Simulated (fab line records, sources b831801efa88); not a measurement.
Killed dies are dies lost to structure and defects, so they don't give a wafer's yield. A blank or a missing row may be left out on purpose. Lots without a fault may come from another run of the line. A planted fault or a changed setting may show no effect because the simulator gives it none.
A struck lot beside a sound one | flow sky130 | 15 steps out of a route of 708
Sound: wafers L823.1, L823.4, L823.5. Struck: wafer L833.4. (L833.5, L833.6 of the same lot were not struck and are left out.) The cause comes at the end.
At each step with rows: each side's tool, then ch and its chambers, then its first start. Under that, the readings that differ: sound wafers | struck wafers | difference of the means | sigmas: that difference in standard deviations of wafers without a fault.
alike: readings whose means differ by less than 2 such deviations, and words and numbers that are the same on both sides. not compared: withheld readings, readings that some wafer has no value for, bounds like >300 that may hide the same value, and numbers for which the record gives no deviation and whose values overlap.
The two part at a step that has a row with sigmas, a row that says differs or no value, or rows on one side only. Numbers that don't overlap but have no deviation are shown without sigmas and don't part them. A reading that every wafer of one side lacks parts them only if that side has two wafers or more.

first, 2 steps without rows for these wafers: SKY_METAL3_PEB_11; SKY_METAL3_DEVELOP_12 (develop time 60 s).
SKY_METAL3_CD_MEAS_13: target cd 300 nm.
  sound on cd_sem-01, day 39 19:38; struck on cd_sem-01, day 42 15:12
  reading    | sound             | struck | difference | sigmas
  cd_nm (nm) | 302.0 302.6 301.9 | 297.5  | -4.7       | -3
SKY_METAL3_OVL_MEAS_14:
  sound on overlay-01, day 39 19:46; struck on overlay-01, day 42 15:17
  alike: METAL3_OVL
then, 1 step without rows for these wafers: SKY_METAL3_DESCUM_15 (chemistry O2, time 8 s).
SKY_METAL3_ETCH_16: etches BARC in N2/H2, stops on SiO2, time 88.2 s, target depth 60 nm.
  sound on rie_metal-01 ch 0,1, day 39 19:50; struck on rie_metal-01 ch 0, day 42 15:22
  alike: drypump_motor_current_A, n2_flow_sccm, oes_product_au, throttle_valve_pct
  not compared: rf_hours_counter_h
SKY_METAL3_ETCH_17: etches SiO2 in C4F8/O2/Ar, stops on TiN, time 3.9 s, target depth 15 nm.
  sound on rie_diel-04 ch 1,2, day 39 19:56; struck on rie_diel-03 ch 3, day 42 15:26
  reading               | sound             | struck | difference | sigmas
  oes_product_au (a.u.) | 0.750 0.760 0.758 | 0.770  | +0.014     | +2
SKY_METAL3_METAL_ETCH_18: etches the open film in Cl2/BCl3, stops on SiO2, target depth 845 nm, time 183.1 s.
  sound on rie_metal-03 ch 0,1, day 39 19:56; struck on rie_metal-02 ch 0, day 42 15:30
  alike: drypump_motor_current_A, oes_product_au, throttle_valve_pct
  not compared: rf_hours_counter_h
SKY_METAL3_STRIP_19: strips in O2/N2.
  sound on plasma_asher-01 ch 0, day 39 20:07; struck on plasma_asher-01 ch 1, day 42 15:40
  reading                     | sound          | struck | difference | sigmas
  drypump_motor_current_A (A) | 5.41 5.42 5.39 | 6.00   | +0.59      | +2
  alike: n2_flow_sccm, oes_product_au, strip_time_to_endpoint_s
  not compared: rf_hours_counter_h
then, 3 steps without rows for these wafers: SKY_METAL3_STRIP_20 (strips in post etch residue remover, time 1200 s); SKY_METAL3_CLEAN_21 (cleans in IPA, time 180 s); SKY_METAL3_CLEAN_22 (cleans in O3/DIW).
SKY_VIA3_HDPCVD_00: deposits SiO2, target thk 1635 nm, time 272.5 s.
  sound on hdpcvd-02 ch 0,2, day 39 20:47; struck on hdpcvd-02 ch 2, day 42 16:18
  reading                                  | sound             | struck | difference | sigmas
  run_length_s (s)                         | 300.4 300.2 300.1 | 316.6  | +16.4      | +50
  model.SiO2_of_VIA3_HDPCVD_00.thk_nm (nm) | 1625 1625 1631    | 1745   | +118       |
SKY_VIA3_THK_MEAS_01:
  sound on film_metro-04, day 39 20:57; struck on film_metro-03, day 42 16:25
  reading              | sound          | struck | difference | sigmas
  VIA3_HDPCVD_THK (nm) | 1625 1623 1632 | 1745   | +118       | +7
SKY_VIA3_CMP_02: polishes SiO2.
  sound on cmp-01 ch 0,2, day 39 21:02; struck on cmp-01 ch 3, day 42 16:32
  alike: motor_current_A

WHERE THEY PART
First at SKY_METAL3_CD_MEAS_13; last, within this record, at SKY_VIA3_THK_MEAS_01. Later steps at which nothing parts them and some readings are alike: SKY_VIA3_CMP_02.

WHY: what the simulator had put in
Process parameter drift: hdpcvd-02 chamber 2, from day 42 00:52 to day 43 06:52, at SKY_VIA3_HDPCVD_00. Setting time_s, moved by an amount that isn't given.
